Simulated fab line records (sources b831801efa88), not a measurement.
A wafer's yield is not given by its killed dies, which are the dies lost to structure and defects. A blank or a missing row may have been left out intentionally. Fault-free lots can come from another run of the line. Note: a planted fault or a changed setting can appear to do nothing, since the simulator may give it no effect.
fab line records	flow sky130
record lots=5	wafers=23
route steps=708 shown FIELD_ISO@11 NWELL@33 VT_ADJUST_LVTN@106 VT_ADJUST_NCORE@121 VT_ADJUST_HVTR@137 VT_ADJUST_PCH@151
startH: start of the lot's first displayed wafer, in hours after the record's first day	waitH: hours elapsed since this lot's preceding step	" repeats the value in the row above	L1.1+2: one row covering several wafers at once	- either no value or no given start	* or withheld: withheld	< > ~ a bound
route shown NAME@n: a module of which the file shows steps, and the number in the route of the first	usual: the fault-free wafers' mean and standard deviation	same: alike in all rows	chamber/n: place in a boat	sites: each site's reading	_std_site: the values' standard deviation	_edge_site: inner sites' mean taken away from outer sites' mean	radiusMm: how far each site lies from the wafer's centre	mask NAME#n: copy n	behind: the most recent tool/chamber to have shaped the wafer	hold: what put the lot on hold/how long, in hours/how the hold closed	device: which transistor (n, p or np) failed to switch	end of line: the same wafers' tests at the end of the route	a step without rows: its recipe alone	killed: dies that structure and defects cost at the first sort, which is not the same as the wafer's yield	map: per-die view of a wafer (x killed, . not killed, _ where there is no die)
set.NAME: the run value of the setting; set.NAME@STEP: its run value at that earlier step	model.NAME: the simulator's own value behind a step, which no gauge read
lots run with intentionally changed settings; tables by step, rows by wafer
## steps
# step SKY_FIELD_ISO_EXPOSE_10
# recipe maskId=FOM	na=0.68	sourceShape=annular	sigmaInner=0.4	sigmaOuter=0.8	targetCdNm=150	doseMj=28
lot.wafer	tool	chamber	startH	waitH	mask	set.doseMj
L077.1+4+5	krfScanner-01	0	-	-	FOM#0	28
L079.1+4+6	krfScanner-02	0	-	-	FOM#0	28
L079.2+5	"	0	"	"	FOM#0	26.57
L082.1+2+4+5+6	krfScanner-01	0	-	-	FOM#0	28
L083.1+4	krfScanner-02	0	-	-	FOM#0	28.65
L083.2+3+6	"	0	"	"	FOM#0	28
L085.1+4	krfScanner-01	0	-	-	FOM#0	26.64
L085.2+5+6	"	0	"	"	FOM#0	28
# step SKY_FIELD_ISO_PEB_11
# recipe pebTempC=withheld	pebTimeS=withheld	resist=KrF-thick
# step SKY_FIELD_ISO_DEVELOP_12
# recipe developTimeS=60	resist=KrF-thick	devTempC=21.68
lot.wafer	tool	chamber	startH	waitH	set.doseMj@FIELD_ISO_EXPOSE_10	model.FIELD_ISO.cdNm
L077.1	lithoTrack-01	0	-	-	28	150.7
L077.4	"	0	"	"	28	149
L077.5	"	0	"	"	28	149.8
L079.1	lithoTrack-03	0	-	-	28	148.6
L079.2	"	0	"	"	26.57	160.4
L079.4	"	0	"	"	28	149.5
L079.5	"	0	"	"	26.57	159.8
L079.6	"	0	"	"	28	149.9
L082.1	lithoTrack-04	0	-	-	28	148.3
L082.2	"	0	"	"	28	149.4
L082.4	"	0	"	"	28	148.4
L082.5	"	0	"	"	28	148.6
L082.6	"	0	"	"	28	149.9
L083.1	lithoTrack-03	0	-	-	28.65	143.4
L083.2+3	"	0	"	"	28	148.3
L083.4	"	0	"	"	28.65	144.8
L083.6	"	0	"	"	28	149.3
L085.1	lithoTrack-04	0	-	-	26.64	160.9
L085.2	"	0	"	"	28	151.6
L085.4	"	0	"	"	26.64	161.8
L085.5	"	0	"	"	28	149.8
L085.6	"	0	"	"	28	150.1
# step SKY_FIELD_ISO_CD_MEAS_13
# recipe targetCdNm=150
# usual cdNm=150.0/1.6
lot.wafer	tool	chamber	startH	waitH	set.doseMj@FIELD_ISO_EXPOSE_10	cdNm
L077.1	cdSem-01	-	46.04	-	28	150.5
L077.4	"	-	"	"	28	149.0
L077.5	"	-	"	"	28	150.1
L079.1	cdSem-02	-	56.18	-	28	148.8
L079.2	"	-	"	"	26.57	160.4
L079.4	"	-	"	"	28	149.2
L079.5	"	-	"	"	26.57	159.9
L079.6	"	-	"	"	28	149.9
L082.1	cdSem-01	-	71.01	-	28	148.2
L082.2	"	-	"	"	28	149.3
L082.4	"	-	"	"	28	148.4
L082.5	"	-	"	"	28	148.8
L082.6	"	-	"	"	28	149.8
L083.1	cdSem-01	-	78.68	-	28.65	143.4
L083.2	"	-	"	"	28	148.4
L083.3	"	-	"	"	28	148.1
L083.4	"	-	"	"	28.65	144.8
L083.6	"	-	"	"	28	149.2
L085.1	cdSem-01	-	86.11	-	26.64	160.8
L085.2	"	-	"	"	28	151.7
L085.4	"	-	"	"	26.64	161.9
L085.5	"	-	"	"	28	149.8
L085.6	"	-	"	"	28	150.1
# step SKY_FIELD_ISO_ETCH_14
# recipe chemistry=N2/H2	target=BARC	ionEnergyEv=200	sourceW=500	biasW=100	pressureMtorr=30	n2FlowSccm=100	h2FlowSccm=200	stopOn=SiO2	timeS=45.9	targetDepthA=600
# step SKY_FIELD_ISO_ETCH_15
# recipe chemistry=CHF3/O2	targetDepthNm=180	stopOn=Si	sourceW=600	biasW=200	pressureMtorr=40	chf3FlowSccm=50	O2_flow_sccm=5	timeS=72
lot.wafer	tool	chamber	startH	waitH	set.doseMj@FIELD_ISO_EXPOSE_10	model.FIELD_ISO.cdNm
L077.1	rieDiel-03	0	46.20	0.0	28	149.4
L077.4	"	1	"	"	28	147.3
L077.5	"	3	"	"	28	149.2
L079.1	rieDiel-03	2	56.34	0.0	28	148.3
L079.2	"	0	"	"	26.57	160.2
L079.4	"	1	"	"	28	149.1
L079.5	"	3	"	"	26.57	159.8
L079.6	"	0	"	"	28	149.4
L082.1+2	rieDiel-04	1,0	71.17	0.0	28	148.8
L082.4	"	2	"	"	28	147.7
L082.5	"	1	"	"	28	149.4
L082.6	"	0	"	"	28	149.9
L083.1	rieDiel-02	1	78.84	0.0	28.65	143.9
L083.2	"	0	"	"	28	146.9
L083.3	"	2	"	"	28	147.7
L083.4	"	3	"	"	28.65	143.3
L083.6	"	0	"	"	28	147.3
L085.1	rieDiel-03	0	86.27	0.0	26.64	160.8
L085.2	"	1	"	"	28	151.1
L085.4	"	3	"	"	26.64	160.6
L085.5	"	0	"	"	28	148.7
L085.6	"	3	"	"	28	148.6
# step SKY_FIELD_ISO_ETCH_17
# recipe targetDepthA=3420	maskMaterial=Si3N4	chemistry=HBr/Cl2/O2	target=Si	taperDeg=5	icpW=600	biasW=150	pressureMtorr=15	HBr_flow_sccm=150	Cl2_flow_sccm=40	O2_flow_sccm=6	timeS=97.7
# usual oesProductAu=1.003/0.012
lot.wafer	tool	chamber	startH	waitH	set.icpW	oesProductAu
L077.1	rieSi-02	3	46.36	0.1	600	1.003
L077.4	"	1	"	"	600	0.995
L077.5	"	2	"	"	600	1.002
L079.1	rieSi-02	1	56.50	0.1	648.1	1.016
L079.2	"	2	"	"	600	0.995
L079.4	"	3	"	"	648.1	1.022
L079.5	"	1	"	"	648.1	1.019
L079.6	"	2	"	"	600	1.001
L082.1	rieSi-02	0	71.33	0.1	600	0.987
L082.2	"	1	"	"	630.3	0.997
L082.4	"	3	"	"	600	0.997
L082.5	"	1	"	"	630.3	1.006
L082.6	"	0	"	"	600	0.997
L083.1	rieSi-01	2	79.00	0.1	600	1.016
L083.2	"	3	"	"	600	1.023
L083.3	"	0	"	"	579.9	0.994
L083.4	"	1	"	"	579.9	1.015
L083.6	"	1	"	"	600	1.013
L085.1	rieSi-01	3	86.43	0.1	548.2	0.991
L085.2	"	1	"	"	548.2	0.989
L085.4	"	2	"	"	600	1.013
L085.5	"	2	"	"	600	1.011
L085.6	"	1	"	"	600	1.021
# step SKY_FIELD_ISO_WET_ETCH_30
# recipe chemistry=dHF	targetDepthNm=25	target=SiO2	dilution=10:1	tempC=25	timeS=50
lot.wafer	tool	chamber	startH	waitH	set.timeS	model.SiO2_of_FIELD_ISO_CVD_24.thkNm
L077.1+5	wetBench-01	1	63.03	0.0	50	405.4
L077.4	"	1	"	"	50	403.1
L079.1	-	-	-	0.0	50	401.1
L079.2	"	-	"	"	50	402.2
L079.4	"	-	"	"	50	403.6
L079.5	"	-	"	"	50	403.7
L079.6	"	-	"	"	50	403.9
L082.1	-	-	-	0.0	57.03	400.8
L082.2	"	-	"	"	57.03	401.3
L082.4	"	-	"	"	57.03	401.1
L082.5	"	-	"	"	57.03	399.8
L082.6	"	-	"	"	57.03	397.9
L083.1	-	-	-	0.0	43.39	407.7
L083.2	"	-	"	"	43.39	408.6
L083.3	"	-	"	"	43.39	408.2
L083.4	"	-	"	"	43.39	407.2
L083.6	"	-	"	"	43.39	407.4
L085.1	-	-	-	0.0	45.49	405.3
L085.2	"	-	"	"	45.49	406.9
L085.4	"	-	"	"	45.49	406.8
L085.5	"	-	"	"	45.49	406.3
L085.6	"	-	"	"	45.49	406.1
# step SKY_NWELL_OXIDATION_01
# recipe tempC=900	ambient=O2	stabiliseS=600	purgeS=300	targetThkA=100	oxTimeS=1418
lot.wafer	tool	chamber	startH	waitH	set.tempC	model.SiO2_of_NWELL_OXIDATION_01.thkNm
L077.1	furnace-01	0	65.50	2.4	900	9.949
L077.4	"	0	"	"	900	9.644
L077.5	"	0	"	"	900	9.758
L079.1	-	-	-	2.7	918.5	12.37
L079.2	"	-	"	"	918.5	12.49
L079.4	"	-	"	"	918.5	12.43
L079.5	"	-	"	"	918.5	12.42
L079.6	"	-	"	"	918.5	12.38
L082.1	-	-	-	0.9	910.9	11.3
L082.2	"	-	"	"	910.9	11.18
L082.4	"	-	"	"	910.9	11.14
L082.5	"	-	"	"	910.9	11.19
L082.6	"	-	"	"	910.9	11.29
L083.1+4	-	-	-	0.0	885.8	8.473
L083.2	"	-	"	"	885.8	8.508
L083.3	"	-	"	"	885.8	8.615
L083.6	"	-	"	"	885.8	8.495
L085.1	-	-	-	2.5	900	9.844
L085.2	"	-	"	"	900	9.817
L085.4	"	-	"	"	900	9.858
L085.5	"	-	"	"	900	9.764
L085.6	"	-	"	"	900	9.716
# step SKY_NWELL_THK_MEAS_02
# recipe reads=SiO2_of_NWELL_OXIDATION_01
# usual NWELL_OXIDATION_THK=10.03/0.14
lot.wafer	tool	chamber	startH	waitH	set.tempC@NWELL_OXIDATION_01	NWELL_OXIDATION_THK[nm]
L077.1	filmMetro-01	-	66.89	0.0	900	9.93
L077.4	"	-	"	"	900	9.63
L077.5	"	-	"	"	900	9.76
L079.1	filmMetro-01	-	-	-	918.5	12.36
L079.2	"	-	"	"	918.5	12.50
L079.4	"	-	"	"	918.5	12.44
L079.5	"	-	"	"	918.5	12.42
L079.6	"	-	"	"	918.5	12.43
L082.1	filmMetro-01	-	-	-	910.9	11.30
L082.2	"	-	"	"	910.9	11.18
L082.4	"	-	"	"	910.9	11.13
L082.5	"	-	"	"	910.9	11.10
L082.6	"	-	"	"	910.9	11.30
L083.1	filmMetro-02	-	-	-	885.8	8.42
L083.2	"	-	"	"	885.8	8.52
L083.3	"	-	"	"	885.8	8.60
L083.4	"	-	"	"	885.8	8.46
L083.6	"	-	"	"	885.8	8.52
L085.1	filmMetro-02	-	-	-	900	9.85
L085.2	"	-	"	"	900	9.82
L085.4	"	-	"	"	900	9.95
L085.5	"	-	"	"	900	9.76
L085.6	"	-	"	"	900	9.67
# step SKY_NWELL_COAT_05
# recipe spinRpm=2000	resistThkNm=3000
lot.wafer	tool	chamber	startH	waitH	set.resistThkNm	model.coat_of_NWELL_COAT_05.thkNm
L077.1	lithoTrack-03	0	108.03	0.1	3000	2996
L077.4	"	0	"	"	3000	2985
L077.5	"	0	"	"	3000	2993
L079.1+2	lithoTrack-02	0	114.54	0.1	2855	2848
L079.4	"	0	"	"	3000	3000
L079.5	"	0	"	"	3000	3001
L079.6	"	0	"	"	2855	2858
L082.1	lithoTrack-02	0	123.74	0.1	3000	2991
L082.2	"	0	"	"	3000	2994
L082.4	"	0	"	"	3000	3001
L082.5	"	0	"	"	3148	3145
L082.6	"	0	"	"	3148	3146
L083.1	lithoTrack-03	0	129.58	0.1	3000	3012
L083.2	"	0	"	"	2868	2874
L083.3	"	0	"	"	2868	2877
L083.4	"	0	"	"	3000	3011
L083.6	"	0	"	"	3000	2994
L085.1	lithoTrack-03	0	143.63	0.1	3000	2973
L085.2	"	0	"	"	2912	2896
L085.4	"	0	"	"	3000	2979
L085.5	"	0	"	"	3000	2989
L085.6	"	0	"	"	2912	2901
# step SKY_NWELL_IMPLANT_12
# recipe species=P	energyKev=120	doseCm2=1.3e+12	tiltDeg=withheld
lot.wafer	tool	chamber	startH	waitH	set.energyKev	model.implant.rpNm
L077.1+4+5	implanter-02	0	118.02	0.1	120	145.6
L079.1+4+6	implanter-02	0	124.99	0.1	117.3	147.5
L079.2+5	"	0	"	"	120	151
L082.1+6	implanter-04	0	132.67	0.1	123.7	153.6
L082.2+4+5	"	0	"	"	120	148.8
L083.1+3+6	implanter-01	0	139.69	0.1	120	146.7
L083.2+4	"	0	"	"	115.4	140.8
L085.1+2+4+5+6	implanter-01	0	152.84	0.1	120	143.9
# step SKY_NWELL_IMPLANT_13
# recipe species=P	energyKev=50	doseCm2=7e+11	tiltDeg=withheld
# step SKY_NWELL_STRIP_14
# recipe chemistry=O2/N2	powerW=1400	pressureMtorr=1500	platenTempC=withheld	o2FlowSccm=3000	n2FlowSccm=300	overashFraction=0.5
# usual stripTimeToEndpointS=36.88/0.12
lot.wafer	tool	chamber	startH	waitH	set.resistThkNm@NWELL_COAT_05	stripTimeToEndpointS
L077.1	plasmaAsher-04	0	118.32	0.1	3000	36.87
L077.4	"	0	"	"	3000	36.75
L077.5	"	1	"	"	3000	36.82
L079.1	plasmaAsher-02	0	125.29	0.1	2855	35.20
L079.2	"	1	"	"	2855	35.19
L079.4	"	0	"	"	3000	36.90
L079.5	"	0	"	"	3000	36.91
L079.6	"	1	"	"	2855	35.27
L082.1	plasmaAsher-03	0	132.97	0.1	3000	36.80
L082.2	"	1	"	"	3000	36.85
L082.4	"	1	"	"	3000	36.93
L082.5	"	0	"	"	3148	38.60
L082.6	"	1	"	"	3148	38.59
L083.1	plasmaAsher-03	0	139.99	0.1	3000	37.04
L083.2	"	1	"	"	2868	35.45
L083.3	"	1	"	"	2868	35.50
L083.4	"	0	"	"	3000	37.05
L083.6	"	1	"	"	3000	36.85
L085.1	plasmaAsher-03	1	153.14	0.1	3000	36.59
L085.2	"	0	"	"	2912	35.71
L085.4	"	1	"	"	3000	36.66
L085.5	"	0	"	"	3000	36.77
L085.6	"	1	"	"	2912	35.80
# step SKY_NWELL_IMPLANT_24
# recipe species=B	energyKev=140	doseCm2=9.2e+12	tiltDeg=withheld
lot.wafer	tool	chamber	startH	waitH	set.energyKev	model.implant.drpNm
L077.1+4+5	implanter-01	0	136.57	0.0	140	95.47
L079.1+2+4+5+6	implanter-04	0	143.79	0.0	140	95.47
L082.1+5	implanter-01	0	151.62	0.0	140	95.47
L082.2+4+6	"	0	"	"	133.8	93.8
L083.1+2+4	implanter-01	0	158.36	0.0	148.4	97.56
L083.3+6	"	0	"	"	140	95.47
L085.1+4+6	implanter-01	0	172.76	0.0	140	95.47
L085.2+5	"	0	"	"	134.1	93.88
# step SKY_VT_ADJUST_LVTN_STRIP_09
# recipe chemistry=O2/N2	powerW=1400	pressureMtorr=1500	platenTempC=withheld	o2FlowSccm=3000	n2FlowSccm=300	overashFraction=0.5
# usual stripTimeToEndpointS=36.92/0.092
lot.wafer	tool	chamber	startH	waitH	set.o2FlowSccm	stripTimeToEndpointS
L077.1	plasmaAsher-02	0	176.54	0.1	3000	36.92
L077.4	"	1	"	"	3000	36.98
L077.5	"	1	"	"	3000	36.78
L079.1	plasmaAsher-02	0	184.44	0.1	3418	36.75
L079.2	"	1	"	"	3000	37.09
L079.4	"	1	"	"	3418	36.74
L079.5	"	1	"	"	3000	37.08
L079.6	"	0	"	"	3000	36.92
L082.1	plasmaAsher-02	1	193.19	0.1	3000	36.95
L082.2	"	0	"	"	3447	36.78
L082.4	"	1	"	"	3000	36.96
L082.5	"	0	"	"	3447	36.61
L082.6	"	1	"	"	3447	36.77
L083.1	plasmaAsher-01	0	200.42	0.1	3000	36.96
L083.2	"	1	"	"	3000	36.95
L083.3	"	1	"	"	3382	36.66
L083.4	"	0	"	"	3382	36.73
L083.6	"	0	"	"	3000	36.90
L085.1	plasmaAsher-01	1	216.59	0.1	3000	36.97
L085.2	"	0	"	"	3000	36.96
L085.4	"	0	"	"	3000	37.02
L085.5	"	1	"	"	3000	37.02
L085.6	"	0	"	"	3000	37.07
# step SKY_VT_ADJUST_NCORE_COAT_02
# recipe resist=NOVOLAK	spinRpm=3000	resistThkNm=1140
lot.wafer	tool	chamber	startH	waitH	set.spinRpm	model.NOVOLAK_of_VT_ADJUST_NCORE_COAT_02.thkNm
L077.1+5	lithoTrack-01	0	208.84	0.1	3000	1141
L077.4	"	0	"	"	3000	1139
L079.1+2	lithoTrack-01	0	216.44	0.1	3000	1136
L079.4	"	0	"	"	3000	1142
L079.5	"	0	"	"	2820	1173
L079.6	"	0	"	"	2820	1175
L082.1	lithoTrack-01	0	226.14	0.1	3109	1122
L082.2	"	0	"	"	3109	1120
L082.4	"	0	"	"	3109	1119
L082.5	"	0	"	"	3000	1139
L082.6	"	0	"	"	3000	1138
L083.1	lithoTrack-02	0	233.23	0.1	2823	1180
L083.2	"	0	"	"	3000	1144
L083.3	"	0	"	"	3000	1145
L083.4	"	0	"	"	2823	1177
L083.6	"	0	"	"	3000	1142
L085.1	lithoTrack-02	0	250.88	0.1	2932	1158
L085.2	"	0	"	"	3000	1143
L085.4	"	0	"	"	3000	1144
L085.5	"	0	"	"	2932	1156
L085.6	"	0	"	"	3000	1141
# step SKY_VT_ADJUST_NCORE_SOFTBAKE_03
# recipe tempC=90	timeS=60	resist=NOVOLAK
# step SKY_VT_ADJUST_NCORE_EXPOSE_04
# recipe maskId=LVTN_COMPLEMENT_THIN	na=0.6	sourceShape=conventional	sigmaOuter=0.6	polarization=unpolarized	targetCdNm=380	doseMj=139
# step SKY_VT_ADJUST_NCORE_IMPLANT_09
# recipe species=B	energyKev=10	doseCm2=2.4e+12	tiltDeg=withheld
# step SKY_VT_ADJUST_NCORE_STRIP_10
# recipe chemistry=O2/N2	powerW=1400	pressureMtorr=1500	platenTempC=withheld	o2FlowSccm=3000	n2FlowSccm=300	overashFraction=0.5
# usual stripTimeToEndpointS=14.19/0.046
lot.wafer	tool	chamber	startH	waitH	set.spinRpm@VT_ADJUST_NCORE_COAT_02	stripTimeToEndpointS
L077.1	plasmaAsher-01	0	220.24	0.1	3000	14.19
L077.4	"	1	"	"	3000	14.15
L077.5	"	0	"	"	3000	14.18
L079.1	plasmaAsher-03	0	227.98	0.1	3000	14.14
L079.2	"	1	"	"	3000	14.13
L079.4	"	1	"	"	3000	14.19
L079.5	"	1	"	"	2820	14.52
L079.6	"	0	"	"	2820	14.56
L082.1	plasmaAsher-03	1	237.29	0.1	3109	13.96
L082.2	"	0	"	"	3109	13.92
L082.4	"	1	"	"	3109	13.92
L082.5	"	1	"	"	3000	14.17
L082.6	"	0	"	"	3000	14.16
L083.1	plasmaAsher-04	0	245.79	0.1	2823	14.61
L083.2	"	1	"	"	3000	14.22
L083.3	"	1	"	"	3000	14.22
L083.4	"	0	"	"	2823	14.58
L083.6	"	1	"	"	3000	14.19
L085.1	plasmaAsher-01	1	263.44	0.1	2932	14.35
L085.2	"	0	"	"	3000	14.19
L085.4	"	1	"	"	3000	14.23
L085.5	"	1	"	"	2932	14.34
L085.6	"	0	"	"	3000	14.18
# step SKY_VT_ADJUST_HVTR_DEVELOP_06
# recipe developTimeS=60	devTempC=23
lot.wafer	tool	chamber	startH	waitH	set.devTempC
L077.1+4+5	lithoTrack-03	0	243.03	0.1	23
L079.1+2+4+5+6	lithoTrack-02	0	251.33	0.1	23
L082.1+2+4+5+6	lithoTrack-03	0	260.03	0.1	23
L083.1+2+3	lithoTrack-02	0	269.68	0.1	25.28
L083.4+6	"	0	"	"	23
L085.1+4+5	lithoTrack-02	0	287.58	0.1	23
L085.2+6	"	0	"	"	20.42
# step SKY_VT_ADJUST_HVTR_CD_MEAS_07
# recipe targetCdNm=380
# usual cdNm=380.8/3
lot.wafer	tool	chamber	startH	waitH	set.devTempC@VT_ADJUST_HVTR_DEVELOP_06	cdNm
L077.1	cdSem-01	-	243.18	0.1	23	382.0
L077.4	"	-	"	"	23	380.7
L077.5	"	-	"	"	23	382.2
L079.1	cdSem-01	-	251.48	0.1	23	379.6
L079.2	"	-	"	"	23	378.8
L079.4	"	-	"	"	23	377.4
L079.5	"	-	"	"	23	376.3
L079.6	"	-	"	"	23	377.6
L082.1	cdSem-02	-	260.18	0.1	23	384.5
L082.2	"	-	"	"	23	382.2
L082.4	"	-	"	"	23	383.6
L082.5	"	-	"	"	23	383.2
L082.6	"	-	"	"	23	384.1
L083.1	cdSem-02	-	269.83	0.1	25.28	375.3
L083.2	"	-	"	"	25.28	374.9
L083.3	"	-	"	"	25.28	374.1
L083.4	"	-	"	"	23	381.0
L083.6	"	-	"	"	23	382.9
L085.1	cdSem-01	-	287.73	0.1	23	380.5
L085.2	"	-	"	"	20.42	387.0
L085.4	"	-	"	"	23	382.1
L085.5	"	-	"	"	23	379.1
L085.6	"	-	"	"	20.42	388.1
# step SKY_VT_ADJUST_PCH_IMPLANT_08
# recipe species=B	energyKev=10	doseCm2=5e+11	tiltDeg=withheld
lot.wafer	tool	chamber	startH	waitH	set.energyKev	model.implant.rpNm	model.implant.drpNm
L077.1+4+5	implanter-01	0	267.32	0.0	10	33.38	17.11
L079.1+2+6	implanter-01	0	275.12	0.0	9.51	31.62	16.52
L079.4+5	"	0	"	"	10	32.94	17.11
L082.1+2	implanter-01	0	284.52	0.0	10.44	33.62	17.64
L082.4+5+6	"	0	"	"	10	32.22	17.11
L083.1+2	implanter-01	0	294.44	0.0	10	32.15	17.11
L083.3+4+6	"	0	"	"	10.18	32.72	17.33
L085.1+2+6	implanter-03	0	313.16	0.0	10	32.23	17.11
L085.4+5	"	0	"	"	9.705	31.45	16.76
## key
split step=SKY_FIELD_ISO_EXPOSE_10	setting=doseMj	stated=28	by=wafer
response step=SKY_FIELD_ISO_DEVELOP_12	reading=model.FIELD_ISO.cdNm	change=-2.14	per=1%	r=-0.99
response step=SKY_FIELD_ISO_CD_MEAS_13	reading=cdNm	change=-2.15	per=1%	r=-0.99
response step=SKY_FIELD_ISO_ETCH_15	reading=model.FIELD_ISO.cdNm	change=-2.17	per=1%	r=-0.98
split step=SKY_FIELD_ISO_ETCH_17	setting=icpW	stated=600	by=wafer
response step=SKY_FIELD_ISO_ETCH_17	reading=oesProductAu	change=+0.00271	per=1%	r=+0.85
split step=SKY_FIELD_ISO_WET_ETCH_30	setting=timeS	stated=50	by=lot
response step=SKY_FIELD_ISO_WET_ETCH_30	reading=model.SiO2_of_FIELD_ISO_CVD_24.thkNm	change=-0.278	per=1%	r=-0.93
split step=SKY_NWELL_OXIDATION_01	setting=tempC	stated=900	by=lot
response step=SKY_NWELL_OXIDATION_01	reading=model.SiO2_of_NWELL_OXIDATION_01.thkNm	change=+1.07	per=1%	r=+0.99
response step=SKY_NWELL_THK_MEAS_02	reading=NWELL_OXIDATION_THK	change=+1.08	per=1%	r=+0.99
split step=SKY_NWELL_COAT_05	setting=resistThkNm	stated=3000	by=wafer
response step=SKY_NWELL_COAT_05	reading=model.coat_of_NWELL_COAT_05.thkNm	change=+30.1	per=1%	r=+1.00
response step=SKY_NWELL_STRIP_14	reading=stripTimeToEndpointS	change=*	per=1%	r=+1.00
split step=SKY_NWELL_IMPLANT_12	setting=energyKev	stated=120	by=wafer
response step=SKY_NWELL_IMPLANT_12	reading=model.implant.rpNm	change=+1.54	per=1%	r=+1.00
split step=SKY_NWELL_IMPLANT_24	setting=energyKev	stated=140	by=wafer
response step=SKY_NWELL_IMPLANT_24	reading=model.implant.drpNm	change=+0.363	per=1%	r=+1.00
split step=SKY_VT_ADJUST_LVTN_STRIP_09	setting=o2FlowSccm	stated=3000	by=wafer
response step=SKY_VT_ADJUST_LVTN_STRIP_09	reading=stripTimeToEndpointS	change=*	per=1%	r=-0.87
split step=SKY_VT_ADJUST_NCORE_COAT_02	setting=spinRpm	stated=3000	by=wafer
response step=SKY_VT_ADJUST_NCORE_COAT_02	reading=model.NOVOLAK_of_VT_ADJUST_NCORE_COAT_02.thkNm	change=-5.79	per=1%	r=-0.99
response step=SKY_VT_ADJUST_NCORE_STRIP_10	reading=stripTimeToEndpointS	change=*	per=1%	r=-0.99
split step=SKY_VT_ADJUST_HVTR_DEVELOP_06	setting=devTempC	stated=23	by=wafer
response step=SKY_VT_ADJUST_HVTR_CD_MEAS_07	reading=cdNm	change=-0.671	per=1%	r=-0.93
split step=SKY_VT_ADJUST_PCH_IMPLANT_08	setting=energyKev	stated=10	by=wafer
response step=SKY_VT_ADJUST_PCH_IMPLANT_08	reading=model.implant.rpNm	change=+0.289	per=1%	r=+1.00
response step=SKY_VT_ADJUST_PCH_IMPLANT_08	reading=model.implant.drpNm	change=+0.12	per=1%	r=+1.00
